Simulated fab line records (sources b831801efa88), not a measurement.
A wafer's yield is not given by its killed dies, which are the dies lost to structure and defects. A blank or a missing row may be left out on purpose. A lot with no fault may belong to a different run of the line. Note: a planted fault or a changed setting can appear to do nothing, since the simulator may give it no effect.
A struck lot beside a sound one + flow sky130 + 17 steps out of a route of 708
Sound: these wafers, L497.1, L497.2, L497.5. Wafers struck: L509.2, L509.3, L509.5. At the end, the cause is stated.
Per side, at each step with rows, come the tool, then ch with its chambers, and then its first start. Under that, the readings that differ: sound wafers + struck wafers + difference of the means + sigmas: that difference in standard deviations of wafers without a fault.
alike: readings with means less than 2 such deviations apart, plus words and numbers identical on both sides. not compared: withheld readings, readings lacking a value on some wafer, bounds such as >300 that could conceal the same value, and numbers that have no deviation in the record and whose values overlap.
Wherever a step has rows on one side only, a row that says differs or no value, or a row with sigmas, the two part there. Numbers that don't overlap but have no deviation are shown without sigmas and don't part them. A reading that every wafer of one side lacks parts them only if that side has two wafers or more.

first, 4 steps without rows for these wafers: SKY_FIELD_ISO_WET_ETCH_29 (etches Si3N4 in H3PO4, target depth 160 nm, time 1825 s); SKY_FIELD_ISO_WET_ETCH_30 (etches SiO2 in dHF, target depth 25 nm, time 50 s); SKY_NWELL_CLEAN_00 (cleans in SC1/SC2, time 150 s); SKY_NWELL_OXIDATION_01 (stabilise 600 s, purge 300 s, target thk 10 nm).
SKY_NWELL_THK_MEAS_02:
  sound on film metro-02, day 4 06:11; struck on film metro-01, day 6 19:55
  alike: NWELL_OXIDATION_THK
then, 7 steps without rows for these wafers: SKY_DNWELL_DEHYDRATE_00 (time 60 s); SKY_DNWELL_HMDS_01 (prime time 60 s); SKY_DNWELL_COAT_02 (resist thk 3000 nm); SKY_DNWELL_SOFTBAKE_03; SKY_DNWELL_EXPOSE_04 (exposes mask DNM, target cd 3000 nm); SKY_DNWELL_PEB_05; SKY_DNWELL_DEVELOP_06 (develop time 60 s).
SKY_DNWELL_IMPLANT_07:
  sound on implanter-04 ch 0, day 4 22:53; struck on implanter-03 ch 0, day 7 16:29
SKY_DNWELL_STRIP_08: strips in O2/N2.
  sound on plasma asher-04 ch 0,1, day 4 23:02; struck on plasma asher-04 ch 0,1, day 7 16:37
  alike: drypump motor current A, oes product au, strip time to endpoint s
  not compared: rf hours counter h
SKY_DNWELL_TW_MEAS_09:
  sound on film metro-03, day 4 23:08; struck on film metro-03, day 7 16:43
| reading   | sound          | struck         | difference | sigmas |
|-----------|----------------|----------------|------------|--------|
| DNWELL_TW | 1114 1115 1118 | 1385 1386 1394 | +273       | +45    |
then, 1 step without rows for these wafers: SKY_PWDE_DEHYDRATE_00 (time 60 s).
-- the record jumps here: 43 days lie between the struck wafers' starts before and after (it left off in module PWDE and takes up again in module PAD_OPEN, whose first step shown is number 708 of the route) --
SKY_PAD_OPEN_PROBE_99:
  sound on prober-02, day 47 15:56; struck on prober-01, day 50 05:51
| reading                                    | sound             | struck            | difference | sigmas |
|--------------------------------------------|-------------------|-------------------|------------|--------|
| model.etest.res deep nwell.rs ohm sq       | 2255 2218 2227    | 1216 1226 1219    | -1013      |        |
| model.etest.res pwde under gate.rs ohm sq  | 6184 6204 6145    | 6615 6606 6567    | +418       |        |
| model.etest.res deep nwell.line ohm um     | 751.4 730.6 738.8 | 409.3 407.8 407.8 | -332.0     |        |
| model.etest.res pwell under gate.rs ohm sq | 2274 2298 2284    | 2318 2327 2322    | +37        |        |
  alike: killed_at_M0_to_M3, killed_at_M4_up, killed at contacts, killed at front end, killed at other, killed dies, killed on rim, killed open, killed short

WHERE THEY PART
SKY_DNWELL_TW_MEAS_09 only, going by this record. Later steps at which nothing parts them and some readings are alike: SKY_PAD_OPEN_PROBE_99.

WHY: whatever the simulator had introduced
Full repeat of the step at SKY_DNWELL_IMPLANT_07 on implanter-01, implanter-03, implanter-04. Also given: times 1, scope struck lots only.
